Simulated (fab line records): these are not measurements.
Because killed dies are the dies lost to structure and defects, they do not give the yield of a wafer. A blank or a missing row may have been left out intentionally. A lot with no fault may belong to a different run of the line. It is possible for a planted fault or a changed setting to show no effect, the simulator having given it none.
Comparing a struck lot with a sound one | flow sky130 | 17 out of 708 route steps
Sound: these wafers, L317.3, L317.5, L317.6. The struck wafers were L323.2, L323.4, L323.5. At the end, the cause is stated.
For every step that has rows: the tool of each side, followed by ch and its chambers, followed by its first start. Under that, the readings that differ: sound wafers | struck wafers | difference of the means | sigmas: that difference in standard deviations of wafers without a fault.
alike: same words and numbers on both sides, and readings whose means sit less than 2 such deviations apart. not compared: any withheld reading, any reading some wafer has no value for, any bound like >300 that may hide the same value, and any number with overlapping values for which the record gives no deviation.
Wherever a step has rows on one side only, a row that says differs or no value, or a row with sigmas, the two part there. Numbers that have no deviation but don't overlap get no sigmas and don't part them. A reading that every wafer of one side lacks parts them only if that side has two wafers or more.

first, 3 steps without rows for these wafers: SKY_LI_CONTACT_EXPOSE_09 (exposes mask LICM1, target cd 170 nm); SKY_LI_CONTACT_PEB_10; SKY_LI_CONTACT_DEVELOP_11 (develop time 60 s).
SKY_LI_CONTACT_CD_MEAS_12: the cd target is 170 nm.
  struck on cd sem-01, day 33 05:05; sound on cd sem-01, day 30 22:49
  reading    | sound             | struck            | difference | sigmas
  cd nm (nm) | 168.4 168.2 168.3 | 171.4 172.2 175.0 | +4.6       | +3
SKY_LI_CONTACT_OVL_MEAS_13:
  struck on overlay-02, day 33 05:11; sound on overlay-01, day 30 22:55
  alike: LI_CONTACT_OVL
SKY_LI_CONTACT_ETCH_14: etches BARC in N2/H2, stops on SiO2, time 45.9 s, target depth 60 nm.
  sound on rie diel-04 ch 2,3, day 30 22:56; struck on rie diel-01 ch 0,2,3, day 33 05:13
  alike: drypump motor current A, oes product au, throttle valve pct
  not compared: rf hours counter h
SKY_LI_CONTACT_ETCH_15: etches PSG in C4F8/O2/Ar, stops on Si, target depth 600 nm.
  sound on rie diel-04 ch 2,3, day 30 22:59; struck on rie diel-01 ch 0,2,3, day 33 05:16
  alike: oes product au
SKY_LI_CONTACT_STRIP_16: strips in O2/N2.
  sound on plasma asher-02 ch 0,1, day 30 23:05; struck on plasma asher-02 ch 0,1, day 33 05:21
  alike: drypump motor current A, oes product au, strip time to endpoint s
  not compared: rf hours counter h
then, 3 steps without rows for these wafers: SKY_LI_CONTACT_CLEAN_17 (cleans in NMP, time 600 s); SKY_LI_CONTACT_PRE_CLEAN_18 (time 5.6 s); SKY_LI_CONTACT_SPUTTER_19 (material Ti, target thk 20 nm, time 106.37 s).
SKY_LI_CONTACT_SPUTTER_20: material TiN, target thk 20 nm, time 80 s.
  struck on pvd sputter-03, day 33 05:43; sound on pvd sputter-02, day 30 23:27
  alike: throttle valve pct
SKY_LI_CONTACT_CVD_21: deposits W, target thk 400 nm, time 120.56 s.
  sound on cvd w-02 ch 0,1, day 30 23:33; struck on cvd w-01 ch 1, day 33 05:47
  alike: heater power w
  not compared: since wet clean h
SKY_LI_CONTACT_RS_MEAS_22: a four-point-probe measurement.
  struck on film metro-01, day 33 05:55; sound on film metro-04, day 30 23:40
  reading                  | sound                | struck               | difference | sigmas
  LI_CONTACT_W_RS (ohm/sq) | 0.2820 0.2826 0.2875 | 0.3028 0.3022 0.3003 | +0.0177    | +7
SKY_LI_CONTACT_THK_MEAS_23: measures by xrf.
  struck on film metro-01, day 33 06:02; sound on film metro-04, day 30 23:46
  reading               | sound       | struck      | difference | sigmas
  LI_CONTACT_W_THK (nm) | 422 424 414 | 389 391 391 | -30        | -5
SKY_LI_CONTACT_CMP_24: polishes, stops on PSG, t overpolish 20 s, target thk 0 nm.
  sound on cmp-02 ch 1,2,3, day 30 23:55; struck on cmp-01 ch 0,2, day 33 06:05
  alike: motor current A, overpolish run s, time to endpoint s
-- the record jumps here: 15 days lie between the struck wafers' starts before and after (it left off in module LI_CONTACT and takes up again in module PAD_OPEN, whose first step shown is number 708 of the route) --
SKY_PAD_OPEN_PROBE_99:
  struck on prober-01, day 48 17:32; sound on prober-02, day 47 02:44
  alike: killed_at_M0_to_M3, killed_at_M4_up, killed at contacts, killed at front end, killed at other, killed dies, killed open, killed short

== WHERE THEY PART ==
Earliest at SKY_LI_CONTACT_CD_MEAS_12; latest, in this record, at SKY_LI_CONTACT_THK_MEAS_23. Later steps at which nothing parts them and some readings are alike: SKY_LI_CONTACT_CMP_24, SKY_PAD_OPEN_PROBE_99.

WHY: what the simulator had put in
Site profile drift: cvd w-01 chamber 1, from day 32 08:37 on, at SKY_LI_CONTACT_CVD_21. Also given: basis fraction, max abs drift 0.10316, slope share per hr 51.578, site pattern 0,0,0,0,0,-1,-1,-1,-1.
